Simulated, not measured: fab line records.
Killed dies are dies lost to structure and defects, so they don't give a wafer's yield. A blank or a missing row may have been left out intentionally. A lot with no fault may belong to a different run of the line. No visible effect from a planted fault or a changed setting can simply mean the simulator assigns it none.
fab line records	flow sky130
record lots=6	wafers=18	lastDay=50
route steps=708 shown GATE_OXIDE@201 POLY_GATE@204 RES_PROTECT@206 PAD_OPEN@708
lots untouched by any fault: they come from a run of this same line in which no faults occurred
startH: the number of hours between the record's first day and the start of the first shown wafer of the lot	waitH: hours since the lot's step before	" as in the row above	L1.1+2: one row covering several wafers at once	- value missing, or start not given	* or withheld: withheld	< > ~ a bound
route shown NAME@n: names a module that has steps shown in the file, with the first one's number in the route	usual: average and standard deviation across the fault-free wafers	same: alike in all rows	chamber/n: place in a boat	sites: readings site by site	_std_site: how widely they spread, as a standard deviation	_edge_site: outer sites' mean less inner sites'	radiusMm: for every site, how far away it sits from the centre of the wafer	mask NAME#n: copy n	behind: the tool/chamber that last shaped the wafer	hold: the reason the lot was held/the length of the hold in hours/how it ended	device: names the non-switching transistor (n, p or np)	end of line: the route-end tests of the same wafers	where a step has no rows: the recipe by itself	killed: at the first sort, the dies lost to defects and structure; wafer yield is something else	map: shows each die of a wafer: x if killed, . if not, _ if none is there
set.NAME: the setting as run; set.NAME@STEP: as run at that earlier step	model.NAME: the simulator's own value behind a step, which no gauge read
certain route steps with their lots: each step a table, each wafer a row
services: when a tool's chamber went out of use (startH, in hours from the record's first day, below 0 if earlier), for how many hours, and the reason
## steps
# step SKY_GATE_OXIDE_TW_MEAS_14
# usual GATE_OXIDE_TW=226.5/2.5
lot.wafer	tool	chamber	startH	waitH	GATE_OXIDE_TW
L515.1	filmMetro-04	-	374.04	0.1	229.4
L515.3	"	-	"	"	228.0
L515.5	"	-	"	"	229.1
L517.3	filmMetro-04	-	406.02	0.1	227.7
L517.4	"	-	"	"	228.4
L517.6	"	-	"	"	229.1
L526.2	filmMetro-01	-	463.53	0.1	227.7
L526.5	"	-	"	"	226.5
L526.6	"	-	"	"	225.8
L528.2	filmMetro-02	-	481.26	0.1	223.4
L528.3	"	-	"	"	223.9
L528.4	"	-	"	"	222.7
L529.2	filmMetro-04	-	492.76	0.1	229.1
L529.4	"	-	"	"	229.3
L529.5	"	-	"	"	229.9
L530.2	filmMetro-04	-	495.06	0.1	229.7
L530.3	"	-	"	"	229.1
L530.4	"	-	"	"	230.3
# step SKY_GATE_OXIDE_CLEAN_15
# recipe chemistry=SC1/SC2	mix=1:4:20	tempC=70	timeS=150	dry=n2Spin
# step SKY_GATE_OXIDE_OXIDATION_16
# recipe tempC=800	ambient=O2	idleTempC=700	rampUpCPerMin=10	rampDownCPerMin=3	stabiliseS=600	purgeS=300	targetThkA=35.7	oxTimeS=1915
# step SKY_POLY_GATE_CVD_00
# recipe material=poly-Si	targetThkNm=180	tempC=620	timeS=720	pressureMtorr=200
# step SKY_POLY_GATE_THK_MEAS_01
# recipe reads=poly-Si_of_POLY_GATE_CVD_00
# usual POLY_GATE_CVD_00_THK=180.6/1.6
lot.wafer	tool	chamber	startH	waitH	POLY_GATE_CVD_00_THK[nm]
L515.1	filmMetro-02	-	379.49	0.0	181.3
L515.3	"	-	"	"	180.0
L515.5	"	-	"	"	180.3
L517.3	filmMetro-03	-	409.05	0.0	180.6
L517.4	"	-	"	"	178.7
L517.6	"	-	"	"	179.9
L526.2	filmMetro-04	-	466.75	0.0	182.5
L526.5	"	-	"	"	180.5
L526.6	"	-	"	"	180.9
L528.2	filmMetro-04	-	484.11	0.0	179.1
L528.3	"	-	"	"	180.5
L528.4	"	-	"	"	179.9
L529.2	filmMetro-03	-	495.60	0.0	178.7
L529.4	"	-	"	"	179.7
L529.5	"	-	"	"	178.9
L530.2	filmMetro-02	-	498.54	0.0	179.6
L530.3	"	-	"	"	178.3
L530.4	"	-	"	"	179.8
# step SKY_RES_PROTECT_DEHYDRATE_00
# recipe tempC=200	timeS=60
# step SKY_RES_PROTECT_HMDS_01
# recipe primeTimeS=60	primeTempC=120
# step SKY_RES_PROTECT_COAT_02
# recipe resist=NOVOLAK	spinRpm=3000	resistThkNm=1140
# step SKY_RES_PROTECT_SOFTBAKE_03
# recipe tempC=90	timeS=60	resist=NOVOLAK
# step SKY_RES_PROTECT_EXPOSE_04
# recipe maskId=RPM	na=0.6	sourceShape=conventional	sigmaOuter=0.6	polarization=unpolarized	targetCdNm=1270	doseMj=131
# step SKY_RES_PROTECT_PEB_05
# recipe tempC=withheld	timeS=*	resist=NOVOLAK
# step SKY_RES_PROTECT_DEVELOP_06
# recipe resist=NOVOLAK	developer=TMAH	developTimeS=60	devTempC=23
# step SKY_POLY_GATE_IMPLANT_02
# recipe species=P	energyKev=30	doseCm2=7.7e+15	tiltDeg=0
# usual beamOnS=36.7/1.4	doseIonsCm2=7.702e+15/7.8e+12	endStationPressureTorr=1.05e-05/6.2e-07	faradayCurrentUA=11590/420	tiltDeg=-0.002/0.021
lot.wafer	tool	chamber	startH	waitH	beamOnS	doseIonsCm2	endStationPressureTorr	faradayCurrentUA	tiltDeg
L515.1	implanter-01	0	407.78	0.1	39.5	7.692e+15	1.06e-05	10797	-0.018
L515.3	"	0	"	"	37.5	7.707e+15	1.03e-05	11327	-0.002
L515.5	"	0	"	"	39.8	7.699e+15	1.05e-05	10682	-0.040
L517.3	implanter-04	0	439.29	0.1	36.3	7.703e+15	9.8e-06	11657	-0.023
L517.4	"	0	"	"	36.0	7.705e+15	1.05e-05	11815	-0.008
L517.6	"	0	"	"	36.9	7.709e+15	1.05e-05	11472	-0.024
L526.2	implanter-01	0	497.12	0.1	15.3	3.072e+15	1.38e-05	11023	-0.012
L526.5	"	0	"	"	14.8	3.073e+15	1.23e-05	11378	-0.019
L526.6	"	0	"	"	15.0	3.076e+15	1.39e-05	11144	-0.017
L528.2	implanter-01	0	514.91	0.1	15.0	3.064e+15	1.31e-05	11179	0.004
L528.3	"	0	"	"	14.8	3.08e+15	1.36e-05	11341	0.002
L528.4	"	0	"	"	15.3	3.078e+15	1.35e-05	11038	-0.001
L529.2	implanter-04	0	525.72	0.1	35.5	7.723e+15	1.23e-05	12037	0.031
L529.4	"	0	"	"	35.1	7.706e+15	1.07e-05	12102	-0.006
L529.5	"	0	"	"	36.6	7.692e+15	1.13e-05	11589	0.017
L530.2	implanter-04	0	528.51	0.1	35.7	7.708e+15	1.19e-05	11871	0.012
L530.3	"	0	"	"	34.1	7.683e+15	1.17e-05	12424	-0.019
L530.4	"	0	"	"	37.3	7.709e+15	1.09e-05	11398	0.020
# step SKY_RES_PROTECT_STRIP_07
# recipe chemistry=O2/N2	powerW=1400	pressureMtorr=1500	platenTempC=withheld	o2FlowSccm=3000	n2FlowSccm=300	overashFraction=0.5
# usual drypumpMotorCurrentA=5.75/0.18	o2FlowSccm=3001/8.7	oesProductAu=0.518/0.0045	stripTimeToEndpointS=23.29/0.041
lot.wafer	tool	chamber	startH	waitH	drypumpMotorCurrentA	o2FlowSccm	oesProductAu	rfHoursCounterH	stripTimeToEndpointS
L515.1	plasmaAsher-02	1	407.93	0.1	5.94	3006	0.524	60	23.33
L515.3	"	1	"	"	5.89	2990	0.520	-	23.33
L515.5	"	0	"	"	5.52	2998	0.516	-	23.32
L517.3	plasmaAsher-04	0	439.42	0.1	5.73	3010	0.519	-	23.31
L517.4	"	1	"	"	5.81	2990	0.514	-	23.36
L517.6	"	1	"	"	5.81	3000	0.527	-	23.34
L526.2	plasmaAsher-04	0	497.25	0.1	5.73	2999	0.570	6	19.74
L526.5	"	0	"	"	5.71	2996	0.576	-	19.72
L526.6	"	1	"	"	5.83	3010	0.572	-	19.68
L528.2	plasmaAsher-03	1	515.04	0.1	5.52	2988	0.570	38	19.69
L528.3	"	0	"	"	6.05	3007	0.571	-	19.62
L528.4	"	1	"	"	5.54	3002	0.572	-	19.68
L529.2	plasmaAsher-03	1	525.85	0.1	5.55	3020	0.521	39	23.26
L529.4	"	0	"	"	6.07	2992	0.519	-	23.29
L529.5	"	0	"	"	6.04	2999	0.514	-	23.27
L530.2	plasmaAsher-04	1	528.63	0.1	5.78	3004	0.519	9	23.27
L530.3	"	1	"	"	5.80	3023	0.517	-	23.32
L530.4	"	0	"	"	5.69	3012	0.515	-	23.31
# step SKY_RES_PROTECT_TW_MEAS_08
# usual POLY_GATE_TW=4058/44
lot.wafer	tool	chamber	startH	waitH	POLY_GATE_TW
L515.1	filmMetro-01	-	408.03	0.1	4022
L515.3	"	-	"	"	4032
L515.5	"	-	"	"	4027
L517.3	filmMetro-03	-	439.51	0.1	4005
L517.4	"	-	"	"	3980
L517.6	"	-	"	"	4016
L526.2	filmMetro-03	-	497.36	0.1	3716
L526.5	"	-	"	"	3719
L526.6	"	-	"	"	3717
L528.2	filmMetro-04	-	515.15	0.1	3753
L528.3	"	-	"	"	3776
L528.4	"	-	"	"	3752
L529.2	filmMetro-01	-	525.96	0.1	4024
L529.4	"	-	"	"	4014
L529.5	"	-	"	"	4028
L530.2	filmMetro-04	-	528.74	0.1	4100
L530.3	"	-	"	"	4079
L530.4	"	-	"	"	4091
# step SKY_RES_PROTECT_CLEAN_09
# recipe chemistry=SC1/SC2	mix=1:4:20	tempC=70	timeS=150	dry=n2Spin
# step SKY_PAD_OPEN_PROBE_99
# usual killed_at_M0_to_M3=43/6.9	killed_at_M4_up=3.0/1.8	killedAtContacts=24/4.8	killedAtFrontEnd=15/4.5	killedAtOther=0.4/0.67	killedDies=86/9.2	killedOpen=46/6.9	killedShort=39/6
# same grossDies=492	killedAtBackSide=0
lot.wafer	tool	chamber	startH	waitH	killed_at_M0_to_M3	killed_at_M4_up	killedAtContacts	killedAtFrontEnd	killedAtOther	killedDies	killedOpen	killedShort	model.etest.resPoly.lineOhmUm	model.etest.liconPoly.rcOhm	model.etest.resPoly.rsOhmSq	model.etest.nfet_01v8.rOnOhmUm	model.etest.nfet_01v8_turned.driveUaUm	model.etest.nfet_01v8_lvt.driveUaUm	model.etest.nfet_01v8_swapped.driveUaUm	model.etest.nfet_01v8.driveUaUm
L515.1	prober-02	-	1126.47	0.1	36	2	29	12	1	80	41	39	530.7	154.8	48.63	847.6	499.3	574.5	501.3	496.1
L515.3	prober-02	-	1126.57	0.2	37	3	23	12	0	75	46	29	505.8	147.3	48.59	847.5	498	564.7	501.6	498.7
L515.5	prober-02	-	1126.67	0.2	36	2	17	19	0	74	37	36	526.6	154.8	48.16	834.9	497.8	564.4	501.1	497.6
L517.3	prober-02	-	1145.99	0.2	31	8	21	21	0	81	41	40	528	153.3	48.19	823.2	506.4	582.3	514.5	506.5
L517.4	prober-02	-	1146.04	0.2	37	7	29	11	0	84	40	44	532.5	146.3	48.65	829.2	504.9	579.5	508.6	513.8
L517.6	prober-02	-	1146.14	0.2	38	6	21	25	0	90	49	41	504.1	148.8	48.34	824.2	510.9	585.1	512.8	513.4
L526.2	prober-01	-	1178.75	0.1	53	6	23	15	0	97	57	39	1447	817.2	133.1	861.5	474.6	547.8	471.5	472.9
L526.5	prober-01	-	1178.90	0.2	42	6	25	22	1	96	54	42	1442	785.1	133	866	475.1	547.4	474.6	473.6
L526.6	prober-01	-	1178.95	0.2	52	3	19	7	0	81	52	29	1432	798.2	130.4	847.9	486.9	555.4	484.9	485.4
L528.2	prober-01	-	1189.96	0.1	43	2	31	15	0	91	57	34	1406	838.3	137.4	884.2	469.4	537.8	465.5	462.9
L528.3	prober-01	-	1190.01	0.2	40	2	24	15	0	81	46	35	1433	892.1	134.5	859.6	478.5	549.3	482.3	480.1
L528.4	prober-01	-	1190.06	0.2	50	3	20	10	1	84	51	33	1440	873.8	134.9	869	477.9	546.8	475.4	474.5
L529.2	prober-02	-	1198.39	0.1	33	5	19	13	1	71	41	30	525.9	149.2	48.4	821.7	508.5	577.3	508.3	503.3
L529.4	prober-02	-	1198.49	0.2	28	2	23	11	0	64	42	22	526.7	140.3	47.17	803.5	519.1	585.8	517.5	518.9
L529.5	prober-02	-	1198.54	0.2	42	5	22	20	3	92	41	48	530	145.1	48.74	820.4	507.4	576.8	509.4	505.1
L530.2	prober-01	-	1199.76	0.1	43	1	19	12	0	75	39	35	532.6	153.4	48.46	812	513.8	589.1	514.6	513.8
L530.3	prober-01	-	1199.81	0.2	45	3	23	11	0	82	47	35	523.3	150	48.75	839	493.4	568.3	496.5	494.1
L530.4	prober-01	-	1199.86	0.2	40	2	34	25	0	101	57	44	495.4	154.1	47.72	839.9	498.9	571.9	495.9	496
# killed by level:class
L515.1 CONTACT:geometricParticle:open=8 VIA1:geometricParticle:open=8 CONTACT:geometricParticle:short=7 VIA3:geometricParticle:short=6 LI_CONTACT:geometricParticle:open=6 LOCAL_INTERCONNECT:geometricParticle:short=5 METAL2:geometricParticle:short=5 VIA2:geometricParticle:open=5
L515.3 CONTACT:geometricParticle:open=12 VIA1:geometricParticle:open=10 METAL2:geometricParticle:open=5 FIELD_ISO:geometricParticle:open=4 LOCAL_INTERCONNECT:geometricParticle:short=4 LI_CONTACT:geometricParticle:open=4 METAL3:geometricParticle:short=3 POLY_GATE:geometricParticle:short=3
L515.5 VIA1:geometricParticle:open=8 CONTACT:geometricParticle:open=7 POLY_GATE:geometricParticle:short=6 METAL1:geometricParticle:short=5 VIA2:geometricParticle:open=5 LI_CONTACT:geometricParticle:open=4 VIA2:geometricParticle:short=4 FIELD_ISO:geometricParticle:open=3
L517.3 LI_CONTACT:geometricParticle:open=8 CONTACT:geometricParticle:open=7 METAL1:geometricParticle:short=7 METAL4:geometricParticle:short=7 VIA1:geometricParticle:open=5 FIELD_ISO:geometricParticle:short=4 POLY_GATE:geometricParticle:short=4 LOCAL_INTERCONNECT:geometricParticle:short=4
L517.4 CONTACT:geometricParticle:open=13 VIA1:geometricParticle:open=8 VIA1:geometricParticle:short=8 CONTACT:geometricParticle:short=7 METAL2:geometricParticle:short=6 LI_CONTACT:geometricParticle:open=5 METAL4:geometricParticle:short=5 VIA3:geometricParticle:open=4
L517.6 VIA1:geometricParticle:open=13 FIELD_ISO:geometricParticle:open=9 POLY_GATE:geometricParticle:short=7 VIA1:geometricParticle:short=6 LI_CONTACT:geometricParticle:open=5 VIA3:geometricParticle:open=5 LOCAL_INTERCONNECT:geometricParticle:short=4 VIA2:geometricParticle:open=4
L526.2 VIA1:geometricParticle:open=20 CONTACT:geometricParticle:open=11 VIA1:geometricParticle:short=8 LI_CONTACT:geometricParticle:open=7 VIA2:geometricParticle:open=6 FIELD_ISO:geometricParticle:short=5 POLY_GATE:geometricParticle:open=4 VIA3:geometricParticle:short=4
L526.5 VIA1:geometricParticle:open=12 CONTACT:geometricParticle:open=9 LI_CONTACT:geometricParticle:open=8 VIA3:geometricParticle:open=7 POLY_GATE:geometricParticle:short=6 VIA1:geometricParticle:short=6 FIELD_ISO:geometricParticle:short=5 FIELD_ISO:geometricParticle:open=4
L526.6 VIA1:geometricParticle:open=16 VIA3:geometricParticle:open=12 METAL2:geometricParticle:short=6 CONTACT:geometricParticle:short=5 CONTACT:geometricParticle:open=4 LI_CONTACT:geometricParticle:open=4 VIA1:geometricParticle:short=4 VIA2:geometricParticle:open=4
L528.2 VIA1:geometricParticle:open=16 LI_CONTACT:geometricParticle:open=13 CONTACT:geometricParticle:open=8 FIELD_ISO:geometricParticle:open=6 VIA1:geometricParticle:short=6 METAL1:geometricParticle:short=5 CONTACT:geometricParticle:short=5 VIA2:geometricParticle:open=4
L528.3 VIA1:geometricParticle:open=14 CONTACT:geometricParticle:open=12 FIELD_ISO:geometricParticle:open=6 METAL1:geometricParticle:short=5 METAL2:geometricParticle:short=5 METAL3:geometricParticle:short=5 POLY_GATE:geometricParticle:short=4 LOCAL_INTERCONNECT:geometricParticle:short=4
L528.4 VIA1:geometricParticle:open=16 VIA3:geometricParticle:open=8 CONTACT:geometricParticle:open=8 LI_CONTACT:geometricParticle:open=6 METAL1:geometricParticle:short=5 VIA2:geometricParticle:open=5 FIELD_ISO:geometricParticle:open=4 FIELD_ISO:geometricParticle:short=4
L529.2 VIA1:geometricParticle:open=10 LI_CONTACT:geometricParticle:open=6 VIA2:geometricParticle:open=6 CONTACT:geometricParticle:open=5 METAL2:geometricParticle:short=5 FIELD_ISO:geometricParticle:open=4 FIELD_ISO:geometricParticle:short=4 METAL1:geometricParticle:short=4
L529.4 CONTACT:geometricParticle:open=9 LI_CONTACT:geometricParticle:open=9 VIA1:geometricParticle:open=8 POLY_GATE:geometricParticle:open=5 VIA3:geometricParticle:open=5 METAL2:geometricParticle:short=4 VIA1:geometricParticle:short=4 FIELD_ISO:geometricParticle:short=3
L529.5 METAL2:geometricParticle:short=8 VIA2:geometricParticle:open=8 LOCAL_INTERCONNECT:geometricParticle:short=7 FIELD_ISO:geometricParticle:short=6 FIELD_ISO:geometricParticle:open=5 VIA1:geometricParticle:short=5 VIA1:geometricParticle:open=5 LI_CONTACT:geometricParticle:open=4
L530.2 VIA2:geometricParticle:open=9 METAL1:geometricParticle:short=9 CONTACT:geometricParticle:open=7 VIA1:geometricParticle:short=7 LI_CONTACT:geometricParticle:open=6 FIELD_ISO:geometricParticle:open=5 VIA1:geometricParticle:open=5 VIA3:geometricParticle:open=4
L530.3 LI_CONTACT:geometricParticle:open=8 VIA1:geometricParticle:open=8 FIELD_ISO:geometricParticle:open=7 METAL2:geometricParticle:short=7 VIA2:geometricParticle:open=7 CONTACT:geometricParticle:open=6 METAL1:geometricParticle:short=5 VIA1:geometricParticle:short=4
L530.4 CONTACT:geometricParticle:open=20 VIA1:geometricParticle:open=9 FIELD_ISO:geometricParticle:open=7 METAL1:geometricParticle:short=7 FIELD_ISO:geometricParticle:short=6 LI_CONTACT:geometricParticle:open=6 METAL2:geometricParticle:short=6 POLY_GATE:geometricParticle:open=5
## services
tool	chamber	startH	hours	kind
plasmaAsher-02	-	387.23	2.8	pm
plasmaAsher-04	-	421.25	9.0	pm
plasmaAsher-04	0	421.25	9.0	ventCycle
plasmaAsher-04	1	421.25	9.0	ventCycle
implanter-01	-	426.43	4.9	pm
plasmaAsher-04	0	430.25	-	clean
plasmaAsher-04	1	430.25	-	clean
implanter-01	-	440.50	7.7	repair
implanter-01	-	466.44	9.1	repair
plasmaAsher-04	-	486.86	2.8	pm
implanter-04	-	518.96	4.5	repair
plasmaAsher-04	-	519.20	4.3	repair
## key
firstSign step=SKY_POLY_GATE_IMPLANT_02	reading=doseIonsCm2	direction=down	sigmas=99+	usual=*	struck=*
effect step=SKY_POLY_GATE_IMPLANT_02	reading=beamOnS	direction=down	sigmas=16	usual=36.7	struck=15.0
effect step=SKY_RES_PROTECT_STRIP_07	reading=stripTimeToEndpointS	direction=down	sigmas=87	usual=*	struck=*
effect step=SKY_RES_PROTECT_TW_MEAS_08	reading=POLY_GATE_TW	direction=down	sigmas=7.3	usual=4058	struck=3739
modelEffect step=SKY_PAD_OPEN_PROBE_99	value=etest.resPoly.lineOhmUm	without=524.8	struck=1433
metAt SKY_POLY_GATE_IMPLANT_02
struckWafers L526.2,L526.5,L526.6,L528.2,L528.3,L528.4
testerLeftOut L526,L528
onsetBetween 407.78 497.12
fault kind=processParameterDrift	tool=implanter-01	chamber=-	onsetH=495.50	steps=SKY_POLY_GATE_IMPLANT_02	channel=doseCm2	offset=*	shape=step	endH=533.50	actsIn=*	stated=*
# testerLeftOut: of these lots the tester's yield and bins aren't shown, on N5 and GAA mostly nor the transistor test; their killed dies are dies lost to structure and defects alone, not to doping, threshold or leakage, so they don't give the yield
